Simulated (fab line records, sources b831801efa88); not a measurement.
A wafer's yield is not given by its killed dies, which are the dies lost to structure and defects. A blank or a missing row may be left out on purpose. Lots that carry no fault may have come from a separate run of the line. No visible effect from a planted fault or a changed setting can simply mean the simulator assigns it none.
Matching of chambers :: flow sky130 :: 4 sister chambers for SKY_VIA4_CMP_02 on cmp-02
The step polishes SiO2. 8 wafers are shown with their chamber, then 8 later ones without.

## WAFERS PAIRED WITH THEIR CHAMBERS
wafer: L085.1
chamber: 3
motor current A (A): 13.4

wafer: L085.3
chamber: 0
motor current A (A): 13.7

wafer: L085.5
chamber: 1
motor current A (A): 12.2

wafer: L085.6
chamber: 2
motor current A (A): 11.6

wafer: L087.1
chamber: 0
motor current A (A): 13.7

wafer: L087.2
chamber: 2
motor current A (A): 12.6

wafer: L087.3
chamber: 1
motor current A (A): 12.5

wafer: L087.4
chamber: 3
motor current A (A): 13.1

## WAFERS WITH NO CHAMBER GIVEN
wafer: L087.5
motor current A (A): 12.4

wafer: L087.6
motor current A (A): 12.1

wafer: L088.1
motor current A (A): 13.4

wafer: L088.2
motor current A (A): 12.3

wafer: L088.3
motor current A (A): 12.8

wafer: L088.4
motor current A (A): 11.7

wafer: L088.5
motor current A (A): 13.0

wafer: L088.6
motor current A (A): 12.7

## THE CHAMBER EACH PASSED THROUGH
wafer: L087.5
from the rows above: can't be placed: 1 or 2
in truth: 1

wafer: L087.6
from the rows above: can't be placed: 2 or 1
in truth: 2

wafer: L088.1
from the rows above: can't be placed: 3 or 0
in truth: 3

wafer: L088.2
from the rows above: can't be placed: 1 or 2
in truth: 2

wafer: L088.3
from the rows above: can't be placed: 3 or 1 or 2 or 0
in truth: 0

wafer: L088.4
from the rows above: can't be placed: 2 or 1
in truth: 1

wafer: L088.5
from the rows above: can't be placed: 3 or 1 or 0 or 2
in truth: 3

wafer: L088.6
from the rows above: can't be placed: 1 or 3 or 2 or 0
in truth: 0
Correct placement for 0 of the 8. From these rows, 8 cannot be placed; in 8 the true chamber is one of the candidates. Number placed wrongly: 0.
How it was worked out, from the rows above alone: a wafer's distance from a chamber is the root of the sum, over the readings, of the square of ((its reading less the chamber's mean) divided by the reading's scatter). The wafer belongs to the nearest chamber; if the next one is less than 2 further off, it can't be placed. Each chamber's mean is taken over the wafers shown for it. The scatter: take each reading less its chamber's mean, square it, sum over the shown wafers, divide by the number of wafers less the number of chambers, and take the root.
